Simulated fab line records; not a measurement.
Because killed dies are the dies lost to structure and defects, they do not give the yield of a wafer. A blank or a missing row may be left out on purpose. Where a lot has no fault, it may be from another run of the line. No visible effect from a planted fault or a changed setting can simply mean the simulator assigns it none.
Chamber matching -- flow gf180mcu -- GF_V2_CMP_26 on cmp-01: 4 sister chambers
The step polishes, stops on SiO2, t overpolish 15 s, target thk 0 nm. 4 wafers are shown with their chamber, then 9 later ones without.

## EACH WAFER AND ITS CHAMBER
wafer,chamber,motorCurrentA (A)
L623.4,3,9.6
L624.1,0,10.2
L624.3,2,11.2
L624.4,1,11.1

## WAFERS WHOSE CHAMBER IS MISSING
wafer,motorCurrentA (A)
L625.2,9.6
L625.3,10.8
L625.6,11.2
L629.1,11.5
L629.3,11.1
L629.4,10.0
L631.3,9.6
L631.4,11.3
L631.5,10.9

## WHICH CHAMBER EACH ONE RAN IN
wafer,from the rows above,in truth
L625.2,3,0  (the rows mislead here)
L625.3,can't be placed: 1 or 2 or 0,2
L625.6,can't be placed: 2 or 1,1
L629.1,can't be placed: 2 or 1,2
L629.3,can't be placed: 1 or 2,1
L629.4,can't be placed: 0 or 3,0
L631.3,3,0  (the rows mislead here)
L631.4,can't be placed: 2 or 1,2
L631.5,can't be placed: 1 or 2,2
Placed correctly: 0 of 9. Can't be placed from these rows: 7 (the true chamber is among the candidates in 7). Wrongly placed: 2.
How it was worked out, from the rows above alone: a wafer's distance from a chamber is the root of the sum, over the readings, of the square of ((its reading less the chamber's mean) divided by the reading's scatter). If the next closest chamber is less than 2 further off than the closest, the wafer can't be placed; otherwise it belongs to the closest. Each chamber's mean is taken over the wafers shown for it. The scatter (one wafer shown for each chamber): square how far every hidden wafer sits from the nearest shown wafer, average those squares and take the square root.
